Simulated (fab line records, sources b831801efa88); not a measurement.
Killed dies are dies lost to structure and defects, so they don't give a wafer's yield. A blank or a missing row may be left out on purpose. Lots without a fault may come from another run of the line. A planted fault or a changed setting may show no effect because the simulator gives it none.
Problem report in the 8D (eight disciplines) form, filled by code | flow sky130 | the parts of the form that need people (team, actions taken, sign-off) are left out

1. THE PROBLEM
developer_temp_C at SKY_PWDE_DEVELOP_06 reads a mean of 23.92 C on 6 wafers of 2 lots; wafers without a fault read 23.00 C with a standard deviation of 0.091. That is +10 standard deviations from the usual mean.
The step: develop time 60 s.
First seen on wafer L555.4, day 7 08:00, on litho_track-02. The record holds 42 wafers of 14 lots with a number at this step. Rule for "out", or "out of limits": more than 4 standard deviations from the usual mean. The other wafers with a number count as sound.

2. WHAT IT IS AND WHAT IT IS NOT
question                    | is                     | is not
which readings at this step | developer_temp_C       | -
which lots                  | L555, L556             | L540, L541, L542, L543, L544, L545, L546, L547, L558, L560, L561, L562
which wafers of those lots  | all that have a number | -
read on which tools         | litho_track-02         | litho_track-03, litho_track-04
when                        | from day 7 08:00       | up to then (24 sound wafers); but 12 sound wafers of L558, L560, L561, L562 came after

3. SUSPECTS, AND WHAT RULES EACH OUT
Counting: a tool at a process step up to the reading stays a suspect if it ran every lot that is out and no sound lot after the first of them.
- litho_track-02 at SKY_PWDE_DEVELOP_06 (develop time 60 s): kept. It ran every lot that is out, first L555 (day 7 08:00), and no sound lot after that; its last sound lot up to then is L543 (day 4 15:00). Its own readings are out on those wafers: developer_temp_C.
Left after counting: litho_track-02 at SKY_PWDE_DEVELOP_06.

4. THE CAUSE (what the simulator had put in)
Process parameter drift: litho_track-02, from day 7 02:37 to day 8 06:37, at SKY_PWDE_DEVELOP_06. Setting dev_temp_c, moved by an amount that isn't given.
Counting left only this tool.

5. THE CHAIN OF EFFECTS, in route order
Each row: a reading whose mean over the struck wafers that have a number lies more than 3 standard deviations from the usual. Only readings for which the record gives a usual standard deviation are gone through. hours: the time from each lot's start at the first step in this table that gives one to its start at this step, as a median over the lots. sigmas: the change in usual standard deviations.
hours | step                | reading          | usual   | on struck wafers | change | sigmas
0     | SKY_PWDE_DEVELOP_06 | developer_temp_C | 23.00 C | 23.92            | +0.92  | +10
The process steps in it:
- SKY_PWDE_DEVELOP_06: develop time 60 s.
Later measuring or inspecting steps at which every struck wafer that the step has a row for has a number for every such reading, and none has moved that far: SKY_NWELL_OVL_MEAS_23.

6. WHAT WOULD HAVE CAUGHT IT SOONER
In this record the first reading out of limits was taken at day 7 08:00, 5 hours after the fault began at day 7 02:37.
